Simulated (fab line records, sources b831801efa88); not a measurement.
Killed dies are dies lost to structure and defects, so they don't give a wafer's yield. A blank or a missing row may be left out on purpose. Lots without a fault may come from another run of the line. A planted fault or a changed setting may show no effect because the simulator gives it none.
Chamber matching | flow sky130 | SKY_FIELD_ISO_CMP_27 on cmp-01: 4 sister chambers
The step polishes, stops on Si3N4, t overpolish 16 s, target thk 457.8 nm. 30 wafers are shown with their chamber, then 12 later ones without.

WAFERS WITH THEIR CHAMBER
wafer  | chamber | motor_current_A (A) | time_to_endpoint_s (s) | overpolish_run_s (s)
L076.2 | 2       | 11.3                | 108                    | 16.000
L076.4 | 1       | 12.6                | 99                     | 15.998
L076.6 | 0       | 12.7                | 102                    | 15.989
L077.4 | 3       | 11.7                | 112                    | 16.014
L077.5 | 3       | 11.5                | 113                    | 16.002
L077.6 | 2       | 10.8                | 109                    | 15.982
L078.2 | 2       | 11.3                | 111                    | 15.991
L078.3 | 3       | 11.6                | 113                    | 15.994
L078.6 | 0       | 11.9                | 101                    | 16.001
L079.1 | 0       | 12.1                | 104                    | 15.998
L079.2 | 2       | 10.6                | 116                    | 15.997
L079.6 | 0       | 12.1                | 107                    | 15.991
L080.1 | 2       | 11.4                | 118                    | 16.007
L080.5 | 2       | 11.6                | 115                    | 16.002
L080.6 | 3       | 11.9                | 118                    | 16.004
L081.1 | 1       | 12.2                | 108                    | 15.996
L081.5 | 0       | 12.6                | 108                    | 16.004
L081.6 | 1       | 13.1                | 106                    | 15.997
L084.3 | 2       | 11.2                | 115                    | 15.990
L084.4 | 3       | 11.9                | 120                    | 16.000
L084.6 | 2       | 11.1                | 120                    | 15.991
L086.2 | 2       | 11.6                | 117                    | 16.024
L086.5 | 1       | 12.1                | 110                    | 15.996
L086.6 | 0       | 12.0                | 110                    | 15.993
L087.2 | 3       | 11.8                | 116                    | 15.999
L087.4 | 1       | 12.2                | 106                    | 16.008
L087.6 | 0       | 12.0                | 105                    | 15.990
L090.2 | 0       | 12.6                | 112                    | 16.017
L090.5 | 2       | 11.0                | 121                    | 16.013
L090.6 | 3       | 12.3                | 120                    | 15.996

SIGNATURES (means of the wafers above)
reading            | chamber 0 | chamber 1 | chamber 2 | chamber 3 | scatter within a chamber
motor_current_A    | 12.250    | 12.440    | 11.190    | 11.814    | 0.328
time_to_endpoint_s | 106.12    | 105.80    | 115.00    | 116.00    | 4.01
overpolish_run_s   | 15.99788  | 15.99900  | 15.99970  | 16.00129  | 0.00956
Rule: a wafer's distance from a chamber is the root of the sum, over the readings, of the square of ((its reading less the chamber's mean) divided by the reading's scatter). The wafer belongs to the nearest chamber; if the next one is less than 2 further off, it can't be placed. The scatter: the root of (the sum of the squares of (reading less its chamber's mean) over the shown wafers, divided by (wafers less chambers)).

WAFERS WITHOUT THEIR CHAMBER
wafer  | motor_current_A (A) | time_to_endpoint_s (s) | overpolish_run_s (s)
L093.2 | 11.8                | 121                    | 15.989
L093.3 | 12.7                | 111                    | 15.986
L093.4 | 12.8                | 109                    | 16.006
L094.2 | 11.1                | 114                    | 15.988
L094.3 | 11.8                | 110                    | 16.001
L094.5 | 11.0                | 114                    | 15.990
L096.2 | 12.8                | 109                    | 15.994
L096.5 | 12.9                | 111                    | 15.988
L096.6 | 11.2                | 119                    | 15.992
L097.1 | 11.5                | 118                    | 15.998
L097.4 | 11.6                | 121                    | 16.011
L097.5 | 12.1                | 107                    | 15.994

WHICH CHAMBER EACH WENT THROUGH
wafer  | from the rows above               | in truth
L093.2 | can't be placed: 3 or 2           | 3
L093.3 | can't be placed: 1 or 0 or 3      | 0
L093.4 | can't be placed: 1 or 0 or 3      | 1
L094.2 | can't be placed: 2 or 3           | 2
L094.3 | can't be placed: 3 or 0 or 1 or 2 | 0
L094.5 | can't be placed: 2 or 3           | 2
L096.2 | can't be placed: 1 or 0           | 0
L096.5 | can't be placed: 1 or 0 or 3      | 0
L096.6 | can't be placed: 2 or 3           | 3
L097.1 | can't be placed: 3 or 2           | 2
L097.4 | can't be placed: 3 or 2           | 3
L097.5 | can't be placed: 0 or 1 or 3      | 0
Placed correctly: 0 of 12. Can't be placed from these rows: 12 (the true chamber is among the candidates in 12). Placed wrongly: 0.
